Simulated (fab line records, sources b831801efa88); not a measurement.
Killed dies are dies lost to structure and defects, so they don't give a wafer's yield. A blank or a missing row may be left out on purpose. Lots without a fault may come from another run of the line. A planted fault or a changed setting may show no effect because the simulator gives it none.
Which tool did it? | flow sfq_line | 14 lots, 42 wafers sampled, at 3 steps of a route of 325

WHAT THE GAUGES READ, wafer by wafer
SFQ_M1_OVL_MEAS_911. Usual: M1_OVL -1 nm, standard deviation 6.9.
lot  | measured     | on         | M1_OVL (nm) | flag
L145 | day 24 06:35 | overlay-01 | 5 3 8       |
L146 | day 24 22:19 | overlay-02 | 1 4 4       |
L148 | day 25 22:47 | overlay-01 | -4 0 -5     |
L150 | day 26 14:23 | overlay-02 | 6 4 13      |
L151 | day 27 05:18 | overlay-01 | - - -       | OFF
L152 | day 27 16:54 | overlay-02 | - - -       | OFF
L154 | day 27 22:54 | overlay-01 | -5 -1 -2    |
L157 | day 29 05:22 | overlay-01 | -10 -3 -3   |
L159 | day 29 19:46 | overlay-02 | 3 3 10      |
L161 | day 30 07:46 | overlay-01 | -1 -10 -4   |
L162 | day 31 06:41 | overlay-01 | 0 1 4       |
L163 | day 31 16:17 | overlay-01 | -6 0 -5     |
L166 | day 33 03:05 | overlay-01 | 1 0 -4      |
L167 | day 33 11:29 | overlay-02 | -3 3 2      |

WHICH TOOL RAN EACH LOT (tool, then ch and the chambers of the sampled wafers, then the start)
lot  | SFQ_TRILAYER_L0_STRIP_STRIP_009   | SFQ_TRILAYER_M1_LITHO_PEB_042
L145 | rie_metal-01 ch 0,1, day 4 18:01  | litho_track-04 ch 0, day 24 06:17
L146 | rie_metal-01 ch 0,1, day 5 00:13  | litho_track-03 ch 0, day 24 22:03
L148 | rie_metal-01 ch 0,1, day 5 11:31  | litho_track-01 ch 0, day 25 22:29
L150 | rie_metal-04 ch 1, day 5 22:19    | litho_track-03 ch 0, day 26 14:05
L151 | rie_metal-03 ch 0,1, day 6 01:55  | litho_track-03, day 27 05:00
L152 | rie_metal-01 ch 0,1, day 6 08:58  | litho_track-03, day 27 16:36
L154 | rie_metal-04 ch 0,1, day 6 19:46  | litho_track-03 ch 0, day 27 22:36
L157 | rie_metal-01 ch 0,1, day 7 06:34  | litho_track-04 ch 0, day 29 05:04
L159 | rie_metal-01 ch 0,1, day 7 20:45  | litho_track-03 ch 0, day 29 19:28
L161 | rie_metal-03 ch 0,1, day 8 08:45  | litho_track-04 ch 0, day 30 07:28
L162 | rie_metal-03 ch 0,1, day 8 18:16  | litho_track-03 ch 0, day 31 06:25
L163 | rie_metal-04 ch 0,1, day 9 01:40  | litho_track-03 ch 0, day 31 16:02
L166 | rie_metal-01 ch 0,1, day 10 03:47 | litho_track-03 ch 0, day 33 02:47
L167 | rie_metal-04 ch 0,1, day 10 10:59 | litho_track-01 ch 0, day 33 11:11
- SFQ_TRILAYER_L0_STRIP_STRIP_009: strips in O2.
- SFQ_TRILAYER_M1_LITHO_PEB_042: peb time 60 s.

WHAT THE TOOLS THEMSELVES READ (means of the sampled wafers that have a number; where no wafer has one, the mark that the record gives instead)
SFQ_TRILAYER_L0_STRIP_STRIP_009. Usual: chamber_pressure_mTorr 50.00 mTorr, standard deviation 0.045; drypump_motor_current_A 5.90 A, standard deviation 0.29; oes_product_au 1.000 a.u., standard deviation 0.0075.
lot  | tool         | chamber_pressure_mTorr (mTorr) | drypump_motor_current_A (A) | oes_product_au (a.u.) | flag
L145 | rie_metal-01 | 49.99                          | 5.61                        | 0.995                 |
L146 | rie_metal-01 | 49.98                          | 5.60                        | 0.999                 |
L148 | rie_metal-01 | 50.02                          | 5.59                        | 0.994                 |
L150 | rie_metal-04 | 50.02                          | 5.94                        | 1.000                 |
L151 | rie_metal-03 | 50.00                          | 6.15                        | 1.002                 |
L152 | rie_metal-01 | 50.04                          | 5.60                        | 1.008                 |
L154 | rie_metal-04 | 50.00                          | 5.84                        | 0.995                 |
L157 | rie_metal-01 | 50.00                          | 5.60                        | 1.009                 |
L159 | rie_metal-01 | 50.01                          | 5.60                        | 1.003                 |
L161 | rie_metal-03 | 49.98                          | 6.16                        | 0.996                 |
L162 | rie_metal-03 | 50.02                          | 6.30                        | 1.005                 |
L163 | rie_metal-04 | 50.02                          | 5.88                        | 1.001                 |
L166 | rie_metal-01 | 50.01                          | 5.60                        | 0.995                 |
L167 | rie_metal-04 | 50.01                          | 5.84                        | 1.007                 |

SFQ_TRILAYER_M1_LITHO_PEB_042. Usual: chill_plate_temp_C 23.00 C, standard deviation 0.12; exhaust_pa 45.0 Pa, standard deviation 0.9.
lot  | tool           | chill_plate_temp_C (C) | exhaust_pa (Pa) | flag
L145 | litho_track-04 | 23.07                  | 45.1            |
L146 | litho_track-03 | 22.89                  | 44.8            |
L148 | litho_track-01 | 22.99                  | 44.1            |
L150 | litho_track-03 | 23.02                  | 44.9            |
L151 | litho_track-03 | -                      | -               | OFF
L152 | litho_track-03 | -                      | -               | OFF
L154 | litho_track-03 | 22.98                  | 45.7            |
L157 | litho_track-04 | 22.96                  | 45.2            |
L159 | litho_track-03 | 23.01                  | 45.4            |
L161 | litho_track-04 | 22.96                  | 45.2            |
L162 | litho_track-03 | 22.93                  | 45.8            |
L163 | litho_track-03 | 23.01                  | 46.1            |
L166 | litho_track-03 | 23.01                  | 44.5            |
L167 | litho_track-01 | 23.11                  | 45.1            |

THE ANSWER, worked out from the rows above alone
Rule: a lot is off if the mean of its wafers that have a number lies more than 3 standard deviations from the usual mean. A lot without any number at a reading at which 4 lots or more have one is off too. The other lots that the step has rows for count as sound. The gauges are gone through in route order, then the tools' own readings, and for those a lot's mean is taken as printed above. The first step at which some lot is off is used, and at that step the reading that is off furthest; a lot without a number counts as furthest.
Off: L151, L152, at SFQ_M1_OVL_MEAS_911 (M1_OVL). Without a number there: L151, L152.
A tool fits if, at a process step before that reading, it ran every lot that is off, and no sound lot after the first of them. The gauges at SFQ_M1_OVL_MEAS_911 aren't tried: what is off there is off at SFQ_TRILAYER_M1_LITHO_PEB_042 too, on other tools, and a gauge's error can't cause that. None of those tried fits.

WHAT THE SIMULATOR HAD PUT IN
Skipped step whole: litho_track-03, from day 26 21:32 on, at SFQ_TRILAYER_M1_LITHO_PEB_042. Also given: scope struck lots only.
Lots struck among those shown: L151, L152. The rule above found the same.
